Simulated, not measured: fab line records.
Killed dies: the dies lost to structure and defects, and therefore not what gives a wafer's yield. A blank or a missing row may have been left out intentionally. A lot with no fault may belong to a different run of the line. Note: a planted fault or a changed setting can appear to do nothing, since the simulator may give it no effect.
fab line records	flow sky130
record lots=5	wafers=15	last_day=50
route steps=708 shown SONOS_TUNNEL@160 SONOS_ONO@168 GATE_OXIDE@187 METAL2@500 PAD_OPEN@708
lots with no fault: from the same line, run without faults
start_h: hours from the record's first day to the start of the lot's first wafer shown	wait_h: how many hours have passed since the lot's step before this one	" repeats the value in the row above	L1.1+2: a single row standing in for several wafers	- no value, or no start was given	* or withheld: withheld	< > ~ a bound
route shown NAME@n: a module of which the file shows steps, and the number in the route of the first	usual: mean/standard deviation of fault-free wafers	same: alike in all rows	chamber/n: place in a boat	sites: per-site readings	_std_site: the values' standard deviation	_edge_site: mean of outer sites minus mean of inner sites	radius_mm: for every site, how far away it sits from the centre of the wafer	mask NAME#n: copy n	behind: the most recent tool/chamber to have shaped the wafer	hold: why the lot went on hold/how many hours it stayed there/how the hold came to an end	device: names the non-switching transistor (n, p or np)	end of line: the route-end tests of the same wafers	a step given without rows: its recipe and nothing more	killed: the dies lost at the first sort to structure and to defects; this is not the yield of the wafer	map: a wafer's dies, x killed, . not, _ none there
set.NAME: the setting as run; set.NAME@STEP: as run at that earlier step	model.NAME: the simulator's own value behind a step, which no gauge read
lots at some steps of the route; a table a step, a row a wafer
services: from which hour (start_h, from the record's first day; less than 0 if before it) a tool's chamber was out of use, for how many hours, and why
## steps
# step SKY_SONOS_TUNNEL_DEVELOP_06
# recipe resist=NOVOLAK	developer=TMAH	develop_time_s=60	dev_temp_c=23
# step SKY_SONOS_TUNNEL_IMPLANT_09
# recipe species=B	energy_kev=20	dose_cm2=1e+12	tilt_deg=withheld
# step SKY_SONOS_TUNNEL_WET_ETCH_10
# recipe chemistry=dHF	target_depth_nm=14	target=SiO2	dilution=100:1	temp_c=25	time_s=280
# step SKY_SONOS_TUNNEL_STRIP_11
# recipe chemistry=SPM	time_s=600	temp_c=130
# step SKY_SONOS_TUNNEL_CLEAN_13
# recipe chemistry=dHF	time_s=20	dilution=100:1	dry=ipa_marangoni
# step SKY_SONOS_ONO_OXIDATION_00
# recipe temp_c=800	ambient=O2	idle_temp_c=700	ramp_up_c_per_min=10	ramp_down_c_per_min=3	stabilise_s=600	purge_s=300	target_thk_a=26	ox_time_s=1278
# step SKY_SONOS_ONO_CVD_02
# recipe material=Si3N4	precursor=DCS/NH3	target_thk_nm=10.5	temp_c=770	time_s=180	pressure_mtorr=250
# step SKY_SONOS_ONO_CVD_04
# recipe material=SiO2	precursor=SiH4/N2O	target_thk_nm=5.7199	temp_c=900	pressure_mtorr=400
# usual zone_power_centre_pct=18.9/1	zone_power_upper_pct=17.7/0.7
lot.wafer	tool	chamber	start_h	wait_h	zone_power_centre_pct	zone_power_upper_pct	model.SiO2_of_SONOS_ONO_CVD_04.thk_nm
L902.1	lpcvd-03	1	337.21	0.1	17.9	16.8	5.535
L902.5	"	1	"	"	17.7	17.0	5.658
L902.6	"	1	"	"	17.7	16.9	5.633
L903.2	lpcvd-03	0	342.54	0.0	19.9	18.1	5.696
L903.3	"	0	"	"	19.9	18.5	5.763
L903.6	"	0	"	"	19.6	18.2	5.675
L911.2	lpcvd-03	0	412.05	0.0	20.1	18.3	4.756
L911.3	"	0	"	"	19.6	18.7	4.752
L911.6	"	0	"	"	20.3	18.0	4.749
L912.2	lpcvd-03	0	413.62	0.0	19.9	18.5	4.688
L912.3	"	0	"	"	20.0	18.2	4.812
L912.6	"	0	"	"	19.6	18.4	4.708
L913.3	lpcvd-03	1	424.59	0.0	17.7	17.0	4.808
L913.5	"	1	"	"	17.9	16.9	4.94
L913.6	"	1	"	"	17.8	17.2	4.821
# step SKY_SONOS_ONO_THK_MEAS_05
# recipe reads=SiO2_of_SONOS_ONO_CVD_04
# usual SONOS_ONO_CVD_04_THK=5.67/0.1
lot.wafer	tool	chamber	start_h	wait_h	SONOS_ONO_CVD_04_THK[nm]
L902.1	film_metro-04	-	338.46	0.0	5.50
L902.5	"	-	"	"	5.68
L902.6	"	-	"	"	5.67
L903.2	film_metro-01	-	343.80	0.0	5.70
L903.3	"	-	"	"	5.75
L903.6	"	-	"	"	5.76
L911.2	film_metro-04	-	413.31	0.0	4.76
L911.3	"	-	"	"	4.75
L911.6	"	-	"	"	4.68
L912.2	film_metro-04	-	414.88	0.0	4.67
L912.3	"	-	"	"	4.79
L912.6	"	-	"	"	4.72
L913.3	film_metro-04	-	425.86	0.0	4.81
L913.5	"	-	"	"	4.94
L913.6	"	-	"	"	4.81
# step SKY_SONOS_ONO_DEHYDRATE_06
# recipe temp_c=200	time_s=60
# step SKY_SONOS_ONO_HMDS_07
# recipe prime_time_s=60	prime_temp_c=120
# step SKY_SONOS_ONO_COAT_08
# recipe resist=NOVOLAK	spin_rpm=3000	resist_thk_nm=1140
# step SKY_SONOS_ONO_SOFTBAKE_09
# recipe temp_c=90	time_s=60	resist=NOVOLAK
# step SKY_SONOS_ONO_EXPOSE_10
# recipe mask_id=ONOM	target_cd_nm=410	na=0.6	source_shape=conventional	sigma_outer=0.6	dose_mj=150
# step SKY_SONOS_ONO_PEB_11
# recipe temp_c=withheld	time_s=*	resist=NOVOLAK
# step SKY_SONOS_ONO_DEVELOP_12
# recipe develop_time_s=60	dev_temp_c=23
# step SKY_SONOS_ONO_ETCH_15
# recipe target_depth_nm=19.52	chemistry=CHF3/O2	source_w=600	bias_w=200	pressure_mtorr=40	chf3_flow_sccm=50	O2_flow_sccm=5	time_s=7.8
# step SKY_SONOS_ONO_WET_ETCH_16
# recipe chemistry=dHF	target_depth_nm=14	dry=n2_spin	target=SiO2	dilution=100:1	temp_c=25	time_s=280
# step SKY_SONOS_ONO_STRIP_17
# recipe chemistry=O2/N2	power_w=1400	pressure_mtorr=1500	platen_temp_c=withheld	o2_flow_sccm=3000	n2_flow_sccm=300	overash_fraction=0.5
# step SKY_SONOS_ONO_WET_ETCH_18
# recipe chemistry=H3PO4	target_depth_nm=15	target=Si3N4	temp_c=160	time_s=172
# step SKY_GATE_OXIDE_CLEAN_00
# recipe chemistry=SC1/SC2	mix=1:4:20	temp_c=70	time_s=150	dry=n2_spin
# step SKY_GATE_OXIDE_OXIDATION_01
# recipe temp_c=900	ambient=O2	stabilise_s=600	purge_s=300	target_thk_a=102.68	ox_time_s=1473
# step SKY_GATE_OXIDE_DEHYDRATE_03
# recipe temp_c=200	time_s=60
# step SKY_GATE_OXIDE_HMDS_04
# recipe prime_time_s=60	prime_temp_c=120
# step SKY_GATE_OXIDE_COAT_05
# recipe resist=NOVOLAK	spin_rpm=3000	resist_thk_nm=1140
# step SKY_GATE_OXIDE_SOFTBAKE_06
# recipe temp_c=90	time_s=60	resist=NOVOLAK
# step SKY_GATE_OXIDE_EXPOSE_07
# recipe mask_id=LVOM	na=0.6	source_shape=conventional	sigma_outer=0.6	polarization=unpolarized	target_cd_nm=600	dose_mj=170
# step SKY_GATE_OXIDE_PEB_08
# recipe temp_c=withheld	time_s=*	resist=NOVOLAK
# step SKY_GATE_OXIDE_DEVELOP_09
# recipe resist=NOVOLAK	developer=TMAH	develop_time_s=60	dev_temp_c=23
# step SKY_GATE_OXIDE_IMPLANT_11
# recipe species=B	energy_kev=10	dose_cm2=2.6e+12	tilt_deg=withheld
# step SKY_GATE_OXIDE_WET_ETCH_12
# recipe chemistry=dHF	target_depth_nm=16.8	dry=n2_spin	target=SiO2	dilution=100:1	temp_c=25	time_s=336
# step SKY_GATE_OXIDE_STRIP_13
# recipe chemistry=O2/N2	power_w=1400	pressure_mtorr=1500	platen_temp_c=withheld	o2_flow_sccm=3000	n2_flow_sccm=300	overash_fraction=0.5
# step SKY_GATE_OXIDE_CLEAN_15
# recipe chemistry=SC1/SC2	mix=1:4:20	temp_c=70	time_s=150	dry=n2_spin
# usual bath_guard_temp_C=70.2/0.57
# same time_s=150
lot.wafer	tool	chamber	start_h	wait_h	bath_guard_temp_C	model.SiO2_of_SONOS_ONO_CVD_04.thk_nm
L902.1	wet_bench-03	2	396.70	0.1	69.3	4.014
L902.5	"	2	"	"	69.7	4.136
L902.6	"	2	"	"	69.7	4.115
L903.2	wet_bench-01	3	404.36	0.0	69.7	4.179
L903.3	"	3	"	"	70.0	4.253
L903.6	"	3	"	"	69.7	4.162
L911.2	wet_bench-03	1	475.90	0.0	71.1	3.249
L911.3	"	1	"	"	71.4	3.243
L911.6	"	1	"	"	71.3	3.24
L912.2	wet_bench-03	0	477.22	0.0	70.5	3.178
L912.3	"	0	"	"	70.2	3.304
L912.6	"	0	"	"	70.2	3.201
L913.3	wet_bench-02	2	487.95	0.0	71.2	3.287
L913.5	"	2	"	"	71.3	3.419
L913.6	"	2	"	"	71.1	3.299
# step SKY_METAL2_DESCUM_17
# recipe chemistry=O2	source_power_w=150	bias_power_w=0	pressure_mtorr=10	temp_c=40	time_s=8
# usual drypump_motor_current_A=5.99/0.26	oes_product_au=1.002/0.0092
# same time_s=8
lot.wafer	tool	chamber	start_h	wait_h	drypump_motor_current_A	oes_product_au	rf_hours_counter_h	model.METAL2.cd_nm
L902.1	rie_metal-03	0	905.26	0.0	6.20	1.013	1	140
L902.5	"	0	"	"	6.21	0.994	-	139.6
L902.6	"	1	"	"	6.08	0.991	-	140.8
L903.2	rie_metal-03	1	910.08	0.0	6.10	1.007	17	141.5
L903.3	"	1	"	"	6.12	0.995	-	141.3
L903.6	"	1	"	"	6.10	0.996	-	141.8
L911.2	rie_metal-01	1	968.02	0.0	5.58	1.010	7	157
L911.3	"	1	"	"	5.62	1.005	-	157.5
L911.6	"	0	"	"	5.75	0.997	-	156.9
L912.2	rie_metal-01	1	970.64	0.0	5.64	1.021	8	142
L912.3	"	1	"	"	5.70	1.007	-	140.5
L912.6	"	1	"	"	5.70	1.026	-	140.2
L913.3	rie_metal-03	0	976.76	0.0	6.19	1.017	-	151.9
L913.5	"	0	"	"	6.19	1.005	-	152.2
L913.6	"	0	"	"	6.20	1.003	-	151.1
# step SKY_METAL2_METAL_ETCH_19
# recipe target_depth_a=3600	stop_on=SiO2	over_etch_frac=0.3	time_s=78	chemistry=Cl2/BCl3	resist_sidewall_deg=88	pressure_mtorr=10	icp_w=900	bias_w=48.5	Cl2_flow_sccm=60	bcl3_flow_sccm=30
# usual bias_w=48.50/0.15	drypump_motor_current_A=5.99/0.26	oes_product_au=0.854/0.0058	throttle_valve_pct=22.265/0.011
# same time_s=78
lot.wafer	tool	chamber	start_h	wait_h	bias_w	drypump_motor_current_A	oes_product_au	rf_hours_counter_h	throttle_valve_pct	model.METAL2.cd_nm
L902.1	rie_metal-03	0	905.35	0.0	48.37	6.21	0.845	1	22.261	142
L902.5	"	0	"	"	48.56	6.22	0.850	-	22.256	140.6
L902.6	"	1	"	"	48.49	6.10	0.858	-	22.257	145.3
L903.2	rie_metal-03	1	910.18	0.0	48.46	6.11	0.846	17	22.256	145.6
L903.3	"	1	"	"	48.44	6.08	0.861	-	22.260	145.8
L903.6	"	1	"	"	48.63	6.11	0.854	-	22.287	147.6
L911.2	rie_metal-01	1	968.12	0.0	48.77	5.60	0.860	7	22.278	159.8
L911.3	"	1	"	"	48.56	5.59	0.844	-	22.289	159.3
L911.6	"	0	"	"	48.71	5.79	0.850	-	22.254	156.9
L912.2	rie_metal-01	1	970.73	0.0	48.43	5.67	0.858	8	22.254	146.2
L912.3	"	1	"	"	48.36	5.62	0.853	-	22.257	144.3
L912.6	"	1	"	"	48.33	5.68	0.855	-	22.261	143.1
L913.3	rie_metal-03	0	976.98	0.1	48.67	6.18	0.847	-	22.256	153.5
L913.5	"	0	"	"	48.52	6.16	0.853	-	22.255	153.8
L913.6	"	0	"	"	48.52	6.18	0.859	-	22.268	152.5
# step SKY_PAD_OPEN_PROBE_99
# usual killed_at_M0_to_M3=42/6.3	killed_at_M4_up=2.8/1.9	killed_at_contacts=23/5.3	killed_at_front_end=16/4.3	killed_at_other=0.2/0.51	killed_dies=84/9.3	killed_on_rim=16/4.2	killed_open=46/7.6	killed_short=38/6.3
# same gross_dies=492	killed_at_back_side=0
lot.wafer	tool	chamber	start_h	wait_h	killed_at_M0_to_M3	killed_at_M4_up	killed_at_contacts	killed_at_front_end	killed_at_other	killed_dies	killed_on_rim	killed_open	killed_short	model.etest.sonos_erased.drive_ua_um	model.etest.sonos_uncharged.r_on_ohm_um	model.etest.met2.width_nm	model.etest.cap_ono.gate_log10_a_cm2	model.etest.cap_ono.gate_bv_v	model.etest.cap_ono.tox_acc_nm	model.etest.sonos_programmed.vt_v	model.etest.sonos_baked.vt_v
L903.2	prober-01	-	1147.62	0.1	39	1	28	16	1	85	16	47	38	187	814.4	142.5	-7.956	16.28	12.9	1.496	0.9679
L903.3	prober-01	-	1147.67	0.2	33	2	25	22	1	83	12	48	35	177.8	833.3	146	-8.044	16.03	12.94	1.498	0.9577
L903.6	prober-01	-	1147.82	0.2	42	4	30	12	0	88	12	47	41	203.3	815.3	148.7	-7.963	16.34	12.98	1.509	0.9921
L902.1	prober-01	-	1176.57	0.1	52	1	18	19	0	90	17	54	36	178.8	820.7	140.3	-7.816	16.43	12.9	1.455	1.01
L902.5	prober-01	-	1176.77	0.2	41	1	24	20	1	87	14	54	33	165.7	806.2	139.7	-8.023	16.8	12.95	1.431	0.9414
L902.6	prober-01	-	1176.82	0.2	39	0	21	23	1	84	18	41	43	166.8	825	144.3	-8.033	16.31	12.95	1.468	0.9777
L911.2	prober-01	-	1188.16	0.1	46	0	20	5	0	71	17	38	33	238.2	777.6	161.7	-6.524	15.11	11.8	1.877	1.222
L911.3	prober-01	-	1188.21	0.2	44	2	19	14	0	79	16	46	33	224.8	779.5	163.6	-6.437	15.05	11.75	1.88	1.238
L911.6	prober-01	-	1188.36	0.2	39	2	22	15	0	78	22	39	38	262.4	781	157.2	-6.533	14.76	11.71	1.885	1.242
L912.2	prober-02	-	1192.72	0.1	39	6	20	21	0	86	11	47	39	238.6	777.9	144.5	-6.619	15.19	11.79	1.892	1.241
L912.3	prober-02	-	1192.77	0.2	40	1	15	18	1	75	17	42	33	262.3	770.1	143.4	-6.602	15.2	11.91	1.888	1.201
L912.6	prober-02	-	1192.92	0.2	41	2	14	18	0	75	12	29	46	209.3	798.4	146.6	-6.677	15.27	11.87	1.9	1.255
L913.3	prober-01	-	1196.59	0.2	51	2	17	23	0	93	14	52	41	205.1	788.7	153.8	-6.847	15.28	12.06	1.832	1.228
L913.5	prober-01	-	1196.69	0.2	36	0	35	28	0	99	22	55	44	218.8	798	153.8	-6.817	15.83	12.08	1.789	1.215
L913.6	prober-01	-	1196.74	0.2	55	2	25	22	0	104	20	58	46	217.5	803.2	152.6	-6.918	15.77	12.07	1.859	1.286
# killed by level:class
L903.2 VIA1:geometric_particle:open=14 CONTACT:geometric_particle:open=11 VIA1:geometric_particle:short=7 FIELD_ISO:geometric_particle:short=5 FIELD_ISO:geometric_particle:open=5 VIA3:geometric_particle:open=5 CONTACT:geometric_particle:short=5 POLY_GATE:geometric_particle:short=4
L903.3 FIELD_ISO:geometric_particle:short=9 VIA3:geometric_particle:open=9 VIA2:geometric_particle:open=7 LI_CONTACT:geometric_particle:open=7 CONTACT:geometric_particle:short=7 CONTACT:geometric_particle:open=6 FIELD_ISO:geometric_particle:open=5 POLY_GATE:geometric_particle:open=5
L903.6 VIA1:geometric_particle:open=10 CONTACT:geometric_particle:open=10 METAL1:geometric_particle:short=9 LI_CONTACT:geometric_particle:open=7 VIA3:geometric_particle:open=6 CONTACT:geometric_particle:short=5 METAL2:geometric_particle:short=5 LI_CONTACT:geometric_particle:short=4
L902.1 VIA1:geometric_particle:open=13 VIA2:geometric_particle:open=9 CONTACT:geometric_particle:open=9 METAL1:geometric_particle:short=7 VIA3:geometric_particle:open=6 METAL2:geometric_particle:short=5 VIA1:geometric_particle:short=5 FIELD_ISO:geometric_particle:open=4
L902.5 VIA1:geometric_particle:open=16 CONTACT:geometric_particle:open=13 VIA3:geometric_particle:open=7 POLY_GATE:geometric_particle:short=7 FIELD_ISO:geometric_particle:open=6 LI_CONTACT:geometric_particle:open=5 VIA1:geometric_particle:short=5 METAL1:geometric_particle:short=5
L902.6 POLY_GATE:geometric_particle:short=8 VIA2:geometric_particle:open=8 VIA1:geometric_particle:open=8 CONTACT:geometric_particle:short=6 CONTACT:geometric_particle:open=6 METAL2:geometric_particle:short=6 FIELD_ISO:geometric_particle:short=5 LI_CONTACT:geometric_particle:open=5
L911.2 VIA1:geometric_particle:open=16 CONTACT:geometric_particle:open=7 VIA1:geometric_particle:short=7 METAL2:geometric_particle:short=6 LI_CONTACT:geometric_particle:open=4 METAL3:geometric_particle:short=4 VIA3:geometric_particle:short=3 CONTACT:geometric_particle:short=3
L911.3 LI_CONTACT:geometric_particle:open=10 VIA3:geometric_particle:open=8 VIA1:geometric_particle:open=7 VIA2:geometric_particle:open=7 METAL1:geometric_particle:short=6 METAL2:geometric_particle:short=6 FIELD_ISO:geometric_particle:short=5 POLY_GATE:geometric_particle:open=5
L911.6 VIA1:geometric_particle:open=12 LI_CONTACT:geometric_particle:open=6 VIA3:geometric_particle:short=6 FIELD_ISO:geometric_particle:open=5 CONTACT:geometric_particle:open=5 POLY_GATE:geometric_particle:short=5 CONTACT:geometric_particle:short=5 VIA2:geometric_particle:open=5
L912.2 VIA1:geometric_particle:open=10 METAL1:geometric_particle:short=7 LI_CONTACT:geometric_particle:open=6 CONTACT:geometric_particle:open=6 VIA2:geometric_particle:open=6 FIELD_ISO:geometric_particle:short=5 POLY_GATE:geometric_particle:open=5 VIA3:geometric_particle:open=5
L912.3 VIA1:geometric_particle:open=9 VIA3:geometric_particle:open=8 FIELD_ISO:geometric_particle:short=6 VIA1:geometric_particle:short=6 FIELD_ISO:geometric_particle:open=5 CONTACT:geometric_particle:open=4 CONTACT:geometric_particle:short=3 POLY_GATE:geometric_particle:open=3
L912.6 METAL2:geometric_particle:short=9 VIA1:geometric_particle:open=8 FIELD_ISO:geometric_particle:short=6 POLY_GATE:geometric_particle:short=6 CONTACT:geometric_particle:open=6 LI_CONTACT:geometric_particle:short=4 VIA1:geometric_particle:short=4 METAL1:geometric_particle:short=4
L913.3 VIA1:geometric_particle:open=15 CONTACT:geometric_particle:open=9 VIA2:geometric_particle:open=8 FIELD_ISO:geometric_particle:short=6 FIELD_ISO:geometric_particle:open=6 METAL1:geometric_particle:short=6 VIA1:geometric_particle:short=6 VIA3:geometric_particle:open=6
L913.5 CONTACT:geometric_particle:open=23 FIELD_ISO:geometric_particle:short=12 VIA1:geometric_particle:open=7 METAL1:geometric_particle:short=6 VIA1:geometric_particle:short=6 POLY_GATE:geometric_particle:open=5 LI_CONTACT:geometric_particle:open=5 POLY_GATE:geometric_particle:short=4
L913.6 VIA1:geometric_particle:open=14 POLY_GATE:geometric_particle:open=8 CONTACT:geometric_particle:open=8 VIA1:geometric_particle:short=8 LI_CONTACT:geometric_particle:open=7 CONTACT:geometric_particle:short=7 VIA2:geometric_particle:open=7 METAL1:geometric_particle:short=5
## services
tool	chamber	start_h	hours	kind
wet_bench-03	-	325.48	0.6	repair
wet_bench-03	-	350.33	1.9	pm
rie_metal-03	-	356.13	0.5	repair
lpcvd-03	-	530.21	1.0	repair
wet_bench-02	-	533.01	37.1	pm
wet_bench-03	-	553.85	4.4	pm
rie_metal-03	1	619.48	35.7	repair
rie_metal-01	1	668.92	29.8	repair
rie_metal-01	0	672.63	3.1	repair
rie_metal-03	-	741.63	1.0	repair
rie_metal-01	-	759.69	1.4	pm
lpcvd-03	-	802.05	4.7	repair
rie_metal-03	-	805.44	0.8	repair
wet_bench-01	-	821.68	3.6	repair
lpcvd-03	-	833.82	0.8	pm
rie_metal-01	-	836.05	1.3	repair
rie_metal-03	0	847.66	-	clean
rie_metal-03	0	847.66	23.2	scheduled_down
rie_metal-03	0	847.66	23.2	vent_cycle
rie_metal-03	-	867.09	0.2	repair
wet_bench-02	-	877.40	1.6	repair
lpcvd-03	-	888.09	2.8	pm
wet_bench-03	-	891.93	6.3	repair
rie_metal-03	-	948.42	2.8	pm
## key
first_sign step=SKY_SONOS_ONO_THK_MEAS_05	reading=SONOS_ONO_CVD_04_THK	direction=down	sigmas=9	usual=5.67	struck=4.77
effect none on later readings
model_effect step=SKY_SONOS_ONO_CVD_04	value=SiO2_of_SONOS_ONO_CVD_04.thk_nm	without=5.705	struck=4.782
model_effect step=SKY_GATE_OXIDE_CLEAN_15	value=SiO2_of_SONOS_ONO_CVD_04.thk_nm	without=4.192	struck=3.269
model_effect step=SKY_METAL2_DESCUM_17	value=METAL2.cd_nm	without=140.1	struck=149.9
model_effect step=SKY_METAL2_METAL_ETCH_19	value=METAL2.cd_nm	without=142.3	struck=152.1
model_effect step=SKY_PAD_OPEN_PROBE_99	value=etest.sonos_erased.drive_ua_um	without=196.6	struck=230.8
met_at SKY_SONOS_ONO_CVD_04
struck_wafers L911.2,L911.3,L911.6,L912.2,L912.3,L912.6,L913.3,L913.5,L913.6
tester_left_out L911,L912,L913
loop_trim step=SKY_METAL2_EXPOSE_12	setting=dose	lots=L911,L913
onset_between 342.54 412.05
also_fits time
fault kind=process_parameter_drift	tool=lpcvd-03	chamber=-	onset_h=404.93	steps=SKY_SONOS_ONO_CVD_04	channel=target_thk_nm	offset=-0.92292	shape=step	end_h=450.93	stated=5.7199
# tester_left_out: of these lots the tester's yield and bins aren't shown, on N5 and GAA mostly nor the transistor test; their killed dies are dies lost to structure and defects alone, not to doping, threshold or leakage, so they don't give the yield
# loop_trim: a control loop set the setting to another value than it would have without faults
